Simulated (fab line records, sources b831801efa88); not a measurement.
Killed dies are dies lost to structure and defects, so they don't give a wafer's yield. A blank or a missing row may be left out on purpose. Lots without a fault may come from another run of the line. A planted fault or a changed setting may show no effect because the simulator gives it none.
Problem report in the 8D (eight disciplines) form, filled by code | flow gf180mcu | the parts of the form that need people (team, actions taken, sign-off) are left out

1. THE PROBLEM
SALICIDE_TIN_RS at GF_SALICIDE_RS_MEAS_04 reads a mean of 21.96 ohm/sq on 5 wafers of 2 lots; wafers without a fault read 16.37 ohm/sq with a standard deviation of 0.26. That is +21 standard deviations from the usual mean.
The step: measures by four-point-probe.
First seen on wafer L678.5, day 17 06:37, on film_metro-03. The record holds 42 wafers of 14 lots with a number at this step. Rule for "out", or "out of limits": more than 4 standard deviations from the usual mean. The other wafers with a number count as sound.

2. WHAT IT IS AND WHAT IT IS NOT
question                    | is                                     | is not
which readings at this step | SALICIDE_TIN_RS                        | -
which lots                  | L678, L682                             | L672, L673, L675, L679, L687, L688, L689, L690, L691, L692, L694, L695
which wafers of those lots  | L678.5, L678.6, L682.4, L682.5, L682.6 | L678.2
read on which gauges        | film_metro-03                          | film_metro-02, film_metro-04
when                        | from day 17 06:37                      | up to then (10 sound wafers); but 27 sound wafers of L679, L687, L688, L689, L690, L691, L692, L694, L695 came after

3. SUSPECTS, AND WHAT RULES EACH OUT
Counting: a tool at a process step up to the reading stays a suspect if it ran every lot that is out. Sound lots after the first of them don't rule it out here, since some wafers of a struck lot are sound.
- the gauge at GF_SALICIDE_RS_MEAS_04: kept. All the wafers that are out were read on film_metro-03, and no step on other tools shows them out.
- pvd_sputter-04 at GF_SALICIDE_SPUTTER_02 (material Co, target thk 10 nm, time 20 s): kept. It ran every lot that is out, first L678 (day 17 06:32); its last sound lot up to then is L675 (day 16 04:39).
Left after counting: pvd_sputter-04 at GF_SALICIDE_SPUTTER_02, film_metro-03 at GF_SALICIDE_RS_MEAS_04.

4. THE CAUSE (what the simulator had put in)
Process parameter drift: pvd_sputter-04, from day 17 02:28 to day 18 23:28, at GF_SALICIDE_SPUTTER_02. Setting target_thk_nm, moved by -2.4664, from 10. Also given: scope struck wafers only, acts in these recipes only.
Counting left 2 suspects, and this tool is among them.

5. THE CHAIN OF EFFECTS, in route order
Each row: a reading whose mean over the struck wafers that have a number lies more than 3 standard deviations from the usual. Only readings for which the record gives a usual standard deviation are gone through. hours: the time from each lot's start at the first step in this table that gives one to its start at this step, as a median over the lots. sigmas: the change in usual standard deviations.
hours | step                   | reading         | usual        | on struck wafers | change | sigmas
0     | GF_SALICIDE_RS_MEAS_04 | SALICIDE_TIN_RS | 16.37 ohm/sq | 21.96            | +5.59  | +21

6. WHAT WOULD HAVE CAUGHT IT SOONER
In this record the first reading out of limits at a measuring or inspecting step was taken at day 17 06:37, 4 hours after the fault began at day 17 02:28.
Of the tool readings at GF_SALICIDE_SPUTTER_02 for which the record gives a usual standard deviation, none was out on any struck wafer, so an alarm limit of 4 standard deviations on them would not have fired.
Of the lots that are out (2), L682 began GF_SALICIDE_SPUTTER_02 on pvd_sputter-04 after day 17 06:37. A hold on the tool at that time would have spared it.
